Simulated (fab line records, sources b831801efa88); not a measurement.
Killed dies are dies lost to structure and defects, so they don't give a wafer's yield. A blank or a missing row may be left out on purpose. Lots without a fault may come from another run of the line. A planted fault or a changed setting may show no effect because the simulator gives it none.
Which tool did it? | flow sky130 | 6 lots, 17 wafers sampled, at 2 steps of a route of 708

WHAT THE GAUGES READ, wafer by wafer
SKY_SD_P_CD_MEAS_07: target cd 380 nm.
lot  | measured     | on        | cd_nm (nm)
L559 | day 26 04:46 | cd_sem-01 | 385.6 385.0 385.7
L564 | day 28 01:49 | cd_sem-01 | 381.3 378.8 381.3
L567 | day 29 09:56 | cd_sem-01 | 381.1 382.5 379.5
L572 | day 30 20:57 | cd_sem-01 | 382.4 380.2 383.0
L574 | day 31 08:02 | cd_sem-02 | 377.4 425.0
L578 | day 32 16:07 | cd_sem-01 | 384.3 385.3 383.8

WHICH TOOL RAN EACH LOT (tool, then ch and the chambers of the sampled wafers, then the start)
lot  | SKY_SD_P_COAT_02
L559 | litho_track-02 ch 0, day 25 13:32
L564 | litho_track-03 ch 0, day 27 11:37
L567 | litho_track-02 ch 0, day 28 19:31
L572 | litho_track-02 ch 0, day 30 07:38
L574 | litho_track-02 ch 0, day 30 18:19
L578 | litho_track-04 ch 0, day 32 02:08
- SKY_SD_P_COAT_02: resist thk 1140 nm.

THE ANSWER, worked out from the rows above alone
Rule: what is usual is taken from the lots themselves. Put in order of their means at a reading, lots are off if they are a third of the lots or fewer, leave a main group of 4 or more, and stand apart from it by a gap of 3 or more times the standard deviation of the main group's means; of several such gaps the widest counts. A main group whose means are all the same, to the digits that the tables above print for the reading, isn't used. A lot without any number at a reading at which 4 lots or more have one is off too. The other lots that the step has rows for count as sound.
Off: L574, at SKY_SD_P_CD_MEAS_07 (cd_nm). The main group: mean 382.7 nm, standard deviation 2.
A tool fits if, at a process step before that reading, it ran every lot that is off, and no sound lot after the first of them. The gauges at SKY_SD_P_CD_MEAS_07 are tried like those tools. Can't be told from this: 2 tools fit, litho_track-02 at SKY_SD_P_COAT_02, cd_sem-02 at SKY_SD_P_CD_MEAS_07.

WHAT THE SIMULATOR HAD PUT IN
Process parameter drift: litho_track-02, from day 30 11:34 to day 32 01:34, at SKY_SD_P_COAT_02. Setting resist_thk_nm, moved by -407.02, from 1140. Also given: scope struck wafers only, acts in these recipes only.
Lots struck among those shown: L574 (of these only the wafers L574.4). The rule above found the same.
